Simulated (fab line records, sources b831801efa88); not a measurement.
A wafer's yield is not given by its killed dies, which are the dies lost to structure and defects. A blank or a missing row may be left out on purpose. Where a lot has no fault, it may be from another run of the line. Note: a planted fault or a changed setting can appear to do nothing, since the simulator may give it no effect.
What tool caused it?    flow gf180mcu    13 lots, 36 wafers sampled, at 6 steps of a route of 602

WHAT EACH GAUGE READ, for each wafer
GF_CONTACT_CD_MEAS_14: the cd target is 220 nm. Usual: cd_nm 220.4 nm, standard deviation 1.6.
lot   measured      on         cd_nm (nm)         flag
L989  day 18 20:12  cd_sem-01  218.3 219.9        
L992  day 19 17:43  cd_sem-01  219.3 218.6        
L993  day 20 04:13  cd_sem-02  221.2 221.2        
L995  day 20 21:24  cd_sem-01  222.6 223.2 223.3  
L997  day 21 14:34  cd_sem-01  221.1 221.0 220.2  
L998  day 21 21:08  cd_sem-01  219.5 218.2 219.4  
L999  day 22 08:35  cd_sem-02  221.5 219.8 221.5  
L100  day 22 19:27  cd_sem-02  220.5 222.3 222.0  
L101  day 23 06:46  cd_sem-02  222.4 222.0 222.7  
L102  day 23 09:58  cd_sem-01  220.9 221.9 221.7  
L103  day 23 12:31  cd_sem-02  217.5 220.8 219.2  
L104  day 23 16:41  cd_sem-02  221.7 221.5 221.2  
L105  day 24 06:22  cd_sem-02  224.0 222.2 221.1  

GF_CONTACT_RS_MEAS_25: a four-point-probe measurement. Usual: CONTACT_W_RS typically reads 0.386 ohm/sq, with standard deviation 0.0043.
lot   measured      on             CONTACT_W_RS (ohm/sq)  flag
L989  day 18 21:01  film_metro-02  0.277 0.384            OFF
L992  day 19 18:32  film_metro-02  0.275 0.278            OFF
L993  day 20 05:02  film_metro-01  0.276 0.277            OFF
L995  day 20 22:13  film_metro-03  0.375 0.386 0.383      
L997  day 21 15:23  film_metro-02  0.384 0.379 0.384      
L998  day 21 21:57  film_metro-02  0.390 0.387 0.383      
L999  day 22 09:25  film_metro-03  0.380 0.379 0.385      
L100  day 22 20:17  film_metro-03  0.387 0.391 0.390      
L101  day 23 07:46  film_metro-01  0.384 0.384 0.383      
L102  day 23 11:05  film_metro-02  0.395 0.398 0.397      
L103  day 23 13:32  film_metro-02  0.383 0.385 0.383      
L104  day 23 17:31  film_metro-03  0.384 0.388 0.385      
L105  day 24 07:11  film_metro-02  0.386 0.386 0.384      

GF_CONTACT_THK_MEAS_26: measures by xrf. Usual: CONTACT_W_THK typically reads 291 nm, with standard deviation 3.6.
lot   measured      on             CONTACT_W_THK (nm)  flag
L989  day 18 21:07  film_metro-02  398 290             OFF
L992  day 19 18:38  film_metro-02  401 401             OFF
L993  day 20 05:08  film_metro-01  398 398             OFF
L995  day 20 22:19  film_metro-03  301 293 294         
L997  day 21 15:31  film_metro-02  293 295 292         
L998  day 21 22:04  film_metro-02  287 292 293         
L999  day 22 09:31  film_metro-03  296 295 293         
L100  day 22 20:23  film_metro-03  291 289 289         
L101  day 23 07:53  film_metro-01  288 289 290         
L102  day 23 11:13  film_metro-02  285 282 283         
L103  day 23 13:40  film_metro-02  296 293 294         
L104  day 23 17:38  film_metro-03  293 290 292         
L105  day 24 07:17  film_metro-02  293 291 294         

EACH LOT AND THE TOOL THAT RAN IT (in order: tool; ch and the chambers of the sampled wafers; start)
lot   GF_SALICIDE_RTA_08                GF_CONTACT_SPUTTER_23         GF_CONTACT_CVD_24
L989  rtp_anneal-02 ch 0, day 17 19:21  pvd_sputter-04, day 18 20:49  cvd_w-02 ch 0,1, day 18 20:53
L992  rtp_anneal-02 ch 0, day 18 16:56  pvd_sputter-04, day 19 18:22  cvd_w-02 ch 0, day 19 18:25
L993  rtp_anneal-01 ch 0, day 19 03:22  pvd_sputter-01, day 20 04:52  cvd_w-02 ch 0, day 20 04:55
L995  rtp_anneal-02 ch 0, day 19 20:04  pvd_sputter-01, day 20 22:03  cvd_w-01 ch 0,1, day 20 22:05
L997  rtp_anneal-02 ch 0, day 20 13:41  pvd_sputter-01, day 21 15:14  cvd_w-01 ch 0,1, day 21 15:17
L998  rtp_anneal-02 ch 0, day 20 20:36  pvd_sputter-01, day 21 21:49  cvd_w-01 ch 0,1, day 21 21:51
L999  rtp_anneal-02 ch 0, day 21 07:59  pvd_sputter-01, day 22 09:15  cvd_w-01 ch 0,1, day 22 09:17
L100  rtp_anneal-01 ch 0, day 21 19:26  pvd_sputter-01, day 22 20:06  cvd_w-02 ch 0,1, day 22 20:11
L101  rtp_anneal-02 ch 0, day 22 06:58  pvd_sputter-01, day 23 07:37  cvd_w-02 ch 0,1, day 23 07:40
L102  rtp_anneal-01 ch 0, day 22 10:23  pvd_sputter-03, day 23 10:57  cvd_w-02 ch 0,1, day 23 10:59
L103  rtp_anneal-01 ch 0, day 22 13:37  pvd_sputter-04, day 23 13:24  cvd_w-01 ch 0,1, day 23 13:26
L104  rtp_anneal-02 ch 0, day 22 17:11  pvd_sputter-03, day 23 17:23  cvd_w-01 ch 0,1, day 23 17:25
L105  rtp_anneal-01 ch 0, day 23 07:31  pvd_sputter-04, day 24 07:01  cvd_w-01 ch 0,1, day 24 07:05
- GF_SALICIDE_RTA_08: time 30 s.
- GF_CONTACT_SPUTTER_23: material TiN, target thk 10 nm, time 40 s.
- GF_CONTACT_CVD_24: deposits W, target thk 300 nm, time 90.339 s.

AS READ BY THE TOOLS THEMSELVES (means over the sampled wafers that have a number; for cases with no such wafer, the mark the record gives instead)
GF_SALICIDE_RTA_08. Usual: lamp_power_pct 19.4 %, standard deviation 1.4; wafer_temp_C_max 803.5, standard deviation 1.8.
lot   tool           lamp_power_pct (%)  wafer_temp_C_max  flag
L989  rtp_anneal-02  18.2                802.3             
L992  rtp_anneal-02  18.2                802.1             
L993  rtp_anneal-01  21.1                805.0             
L995  rtp_anneal-02  18.2                802.2             
L997  rtp_anneal-02  18.2                801.6             
L998  rtp_anneal-02  18.3                801.8             
L999  rtp_anneal-02  18.2                802.5             
L100  rtp_anneal-01  21.1                805.5             
L101  rtp_anneal-02  18.2                802.2             
L102  rtp_anneal-01  21.1                804.8             
L103  rtp_anneal-01  21.1                806.1             
L104  rtp_anneal-02  18.2                801.3             
L105  rtp_anneal-01  21.1                804.9             

GF_CONTACT_SPUTTER_23. Usual: throttle_valve_pct 29.9 %, standard deviation 1.
lot   tool            throttle_valve_pct (%)  flag
L989  pvd_sputter-04  30.6                    
L992  pvd_sputter-04  29.0                    
L993  pvd_sputter-01  31.2                    
L995  pvd_sputter-01  29.2                    
L997  pvd_sputter-01  29.4                    
L998  pvd_sputter-01  30.1                    
L999  pvd_sputter-01  30.3                    
L100  pvd_sputter-01  29.4                    
L101  pvd_sputter-01  29.8                    
L102  pvd_sputter-03  29.9                    
L103  pvd_sputter-04  29.0                    
L104  pvd_sputter-03  29.9                    
L105  pvd_sputter-04  29.2                    

GF_CONTACT_CVD_24. Usual: heater_power_w 869 W, standard deviation 38.
lot   tool      heater_power_w (W)  flag
L989  cvd_w-02  827                 
L992  cvd_w-02  838                 
L993  cvd_w-02  830                 
L995  cvd_w-01  904                 
L997  cvd_w-01  906                 
L998  cvd_w-01  883                 
L999  cvd_w-01  900                 
L100  cvd_w-02  838                 
L101  cvd_w-02  827                 
L102  cvd_w-02  837                 
L103  cvd_w-01  907                 
L104  cvd_w-01  904                 
L105  cvd_w-01  911                 

THE ANSWER, worked out from the rows above alone
Rule: lot off if the mean of its wafers having a number is beyond 3 standard deviations from the usual mean. Also off: a lot with no number at a reading for which 4 or more lots have one. The other lots that the step has rows for count as sound. First the gauges in route order, then the tools' own readings, where a lot's mean is used as printed above. The first step at which some lot is off is used, and at that step the reading that is off furthest; a lot without a number counts as furthest.
Off: L989, L992, L993, seen at GF_CONTACT_RS_MEAS_25 (CONTACT_W_RS).
If a tool, at a process step before that reading, ran all the lots that are off and no sound lot after the first of them, it fits. Gauges at GF_CONTACT_RS_MEAS_25: tried the same way as those tools. Of those tried, none fits.

WHAT THE SIMULATOR PUT IN
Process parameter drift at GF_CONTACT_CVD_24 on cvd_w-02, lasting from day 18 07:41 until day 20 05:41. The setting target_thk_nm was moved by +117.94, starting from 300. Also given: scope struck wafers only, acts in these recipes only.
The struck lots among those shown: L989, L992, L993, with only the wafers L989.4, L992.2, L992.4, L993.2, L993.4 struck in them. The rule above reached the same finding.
